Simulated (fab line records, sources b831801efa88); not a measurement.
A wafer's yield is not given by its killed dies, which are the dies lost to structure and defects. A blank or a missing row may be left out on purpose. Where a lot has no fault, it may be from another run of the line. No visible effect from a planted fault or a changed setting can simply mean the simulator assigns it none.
A struck lot beside a sound one / flow gf180mcu / 14 steps out of a route of 602
Sound: these wafers, L281.2, L281.5, L281.6. Struck: wafer L292.2 (left out: L292.1, a lot-mate that was not struck); the cause follows at the end.
Per side, at each step with rows, come the tool, then ch with its chambers, and then its first start. Under that, the readings that differ: sound wafers / struck wafers / difference of the means / sigmas: that difference in standard deviations of wafers without a fault.
alike: a reading whose means differ by less than 2 such deviations, as well as words and numbers matching on both sides. not compared: withheld readings; readings where some wafer has no value; bounds like >300 that might hide an equal value; numbers whose values overlap and for which the record gives no deviation.
A row with sigmas, a row that says differs or no value, or rows on one side alone: a step with any of these is where the two part. Numbers that don't overlap but have no deviation are shown without sigmas and don't part them. Lack of a reading on every wafer of one side parts them only where that side has two or more wafers.

GF_POLY_GATE_THK_MEAS_01:
  struck on filmMetro-03, day 12 04:22; sound on filmMetro-02, day 8 22:11
  alike: POLY_GATE_CVD_00_THK
then, 8 steps without rows for these wafers: GF_POLY_GATE_DEHYDRATE_02 (time 60 s); GF_POLY_GATE_HMDS_03 (prime time 60 s); GF_POLY_GATE_COAT_04; GF_POLY_GATE_COAT_05 (resist thk 700 nm); GF_POLY_GATE_SOFTBAKE_06 (time 60 s); GF_POLY_GATE_EXPOSE_07 (exposes mask Poly2, target cd 280 nm); GF_POLY_GATE_PEB_08 (peb time 90 s); GF_POLY_GATE_DEVELOP_09 (develop time 60 s).
GF_POLY_GATE_CD_MEAS_10 targets a cd of 280 nm.
  struck on cdSem-02, day 13 00:12; sound on cdSem-02, day 9 15:16
  alike: cdNm
GF_POLY_GATE_OVL_MEAS_11:
  struck on overlay-01, day 13 00:19; sound on overlay-02, day 9 15:22
reading=POLY_GATE_OVL (nm); sound=0 1 4; struck=-12; difference=-14; sigmas=-2
GF_POLY_GATE_ETCH_12: etches BARC in N2/H2.
  sound on rieDiel-01 ch 0,1, day 9 15:24; struck on rieDiel-04 ch 2, day 13 00:21
  alike: drypumpMotorCurrentA, oesProductAu, rfFwdPowerW, throttleValvePct
GF_POLY_GATE_ETCH_13: etches poly-Si in HBr/Cl2, stops on SiO2, target depth 198.5 nm, time 69.6 s.
  sound on rieSi-01 ch 0,3, day 9 15:27; struck on rieSi-01 ch 3, day 13 00:24
reading=oesProductAu (a.u.); sound=0.992 0.995 0.986; struck=1.004; difference=+0.013; sigmas=+2
reading=overEtchFrac; sound=0.403 0.403 0.403; struck=0.3648; difference=-0.0382; sigmas=
reading=model.etch.depthNm (nm); sound=199 198.8 198.2; struck=196; difference=-3; sigmas=
reading=model.POLY_GATE.featureDepthNm (nm); sound=199 198.8 198.2; struck=196; difference=-3; sigmas=
  alike: drypumpMotorCurrentA, rfFwdPowerW, throttleValvePct
  not compared: rfHoursCounterH
GF_POLY_GATE_STRIP_14: strips in O2/N2.
  sound on plasmaAsher-02 ch 0,1, day 9 15:30; struck on plasmaAsher-04 ch 1, day 13 00:28
  alike: drypumpMotorCurrentA, heaterPowerW, oesProductAu
  not compared: rfHoursCounterH

WHERE THEY PART
At GF_POLY_GATE_OVL_MEAS_11 first; at GF_POLY_GATE_ETCH_13 last (within this record only). Later steps at which nothing parts them and some readings are alike: GF_POLY_GATE_STRIP_14.

WHY: the cause the simulator had injected
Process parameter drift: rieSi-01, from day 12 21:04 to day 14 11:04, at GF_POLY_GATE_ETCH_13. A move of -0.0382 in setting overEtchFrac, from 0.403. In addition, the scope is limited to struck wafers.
